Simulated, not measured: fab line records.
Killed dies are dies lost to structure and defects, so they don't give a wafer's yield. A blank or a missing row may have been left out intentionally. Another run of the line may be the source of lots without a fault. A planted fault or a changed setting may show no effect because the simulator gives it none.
Struck lot and sound lot, side by side | flow sky130 | 15 steps out of a route of 708
Sound: the wafers L241.3, L241.4, L241.5. Wafers struck: L259.2, L259.3, L259.5. The cause is given at the end.
For every step that has rows: the tool of each side, followed by ch and its chambers, followed by its first start. Under that, the readings that differ: sound wafers | struck wafers | difference of the means | sigmas: that difference in standard deviations of wafers without a fault.
alike: readings whose means differ by less than 2 such deviations, and words and numbers that are the same on both sides. not compared: withheld readings, readings that some wafer has no value for, bounds like >300 that may hide the same value, and numbers for which the record gives no deviation and whose values overlap.
A row with sigmas, a row that says differs or no value, or rows on one side alone: a step with any of these is where the two part. When numbers do not overlap yet have no deviation, they are printed without sigmas and do not part them. A reading that every wafer of one side lacks parts them only if that side has two wafers or more.

SKY_METAL3_ETCH_16: etches BARC in N2/H2, stops on SiO2, time 88.2 s, target depth 60 nm.
  sound on rie metal-04 ch 0,1, day 38 14:41; struck on rie metal-04 ch 0,1, day 43 23:40
  alike: drypump motor current A, n2 flow sccm, oes product au, throttle valve pct
  not compared: rf hours counter h
SKY_METAL3_ETCH_17: etches SiO2 in C4F8/O2/Ar, stops on TiN, time 3.9 s, target depth 15 nm.
  sound on rie diel-02 ch 0,1,3, day 38 14:46; struck on rie diel-01 ch 1,2, day 43 23:46
  alike: oes product au
  not compared: rf hours counter h
SKY_METAL3_METAL_ETCH_18: etches the open film in Cl2/BCl3, stops on SiO2, target depth 845 nm, time 183.1 s.
  sound on rie metal-02 ch 0,1, day 38 14:50; struck on rie metal-01 ch 0, day 43 23:47
  alike: drypump motor current A, oes product au, throttle valve pct
  not compared: rf hours counter h
SKY_METAL3_STRIP_19: strips in O2/N2.
  sound on plasma asher-04 ch 0,1, day 38 14:59; struck on plasma asher-03 ch 0, day 43 23:57
  alike: drypump motor current A, n2 flow sccm, oes product au, strip time to endpoint s
  not compared: rf hours counter h
then, 4 steps without rows for these wafers: SKY_METAL3_STRIP_20 (strips in post etch residue remover, time 1200 s); SKY_METAL3_CLEAN_21 (cleans in IPA, time 180 s); SKY_METAL3_CLEAN_22 (cleans in O3/DIW); SKY_VIA3_HDPCVD_00 (deposits SiO2, target thk 1635 nm, time 272.5 s).
SKY_VIA3_THK_MEAS_01:
  sound on film metro-01 at day 38 15:44; struck on film metro-04 at day 44 00:43
  reading              | sound          | struck         | difference | sigmas
  VIA3_HDPCVD_THK (nm) | 1642 1655 1662 | 1583 1624 1641 | -37        | -2
SKY_VIA3_CMP_02: polishes SiO2.
  sound on cmp-01 ch 0,2, day 38 15:49; struck on cmp-02 ch 0,1,2, day 44 00:46
  alike: motor current A
SKY_VIA3_BOW_MEAS_03:
  sound on film metro-03 at day 38 16:07; struck on film metro-04 at day 44 01:05
  alike: VIA3_BOW
then, 1 step without rows for these wafers: SKY_VIA3_DEHYDRATE_04 (time 60 s).
SKY_VIA3_HMDS_05: prime time 60 s.
  sound on litho track-02 ch 0, day 39 03:52; struck on litho track-03 ch 0, day 44 11:44
  reading          | sound                | struck               | difference | sigmas
  prime temp c (C) | 120.10 120.01 120.19 | 121.07 121.05 121.00 | +0.94      | +7
then, 1 step without rows for these wafers: SKY_VIA3_COAT_06 (resist thk 60 nm).
-- the record jumps here: 6 days lie between the struck wafers' starts before and after (it left off in module VIA3 and takes up again in module PAD_OPEN, whose first step shown is number 708 of the route) --
SKY_PAD_OPEN_PROBE_99:
  sound on prober-01 at day 45 21:17; struck on prober-02 at day 50 04:41
  alike: defect limited yield, killed_at_M0_to_M3, killed_at_M4_up, killed at contacts, killed at front end, killed at other, killed dies, killed open, killed short, sort_bin_3_pad_short, sort_bin_5_function, sort_bin_6_memory, sort n pass, sort yield pct

== WHERE THEY PART ==
Last at SKY_VIA3_HMDS_05 as far as this record goes, first at SKY_VIA3_THK_MEAS_01. Later steps at which nothing parts them and some readings are alike: SKY_PAD_OPEN_PROBE_99.

WHY: what the simulator had put in
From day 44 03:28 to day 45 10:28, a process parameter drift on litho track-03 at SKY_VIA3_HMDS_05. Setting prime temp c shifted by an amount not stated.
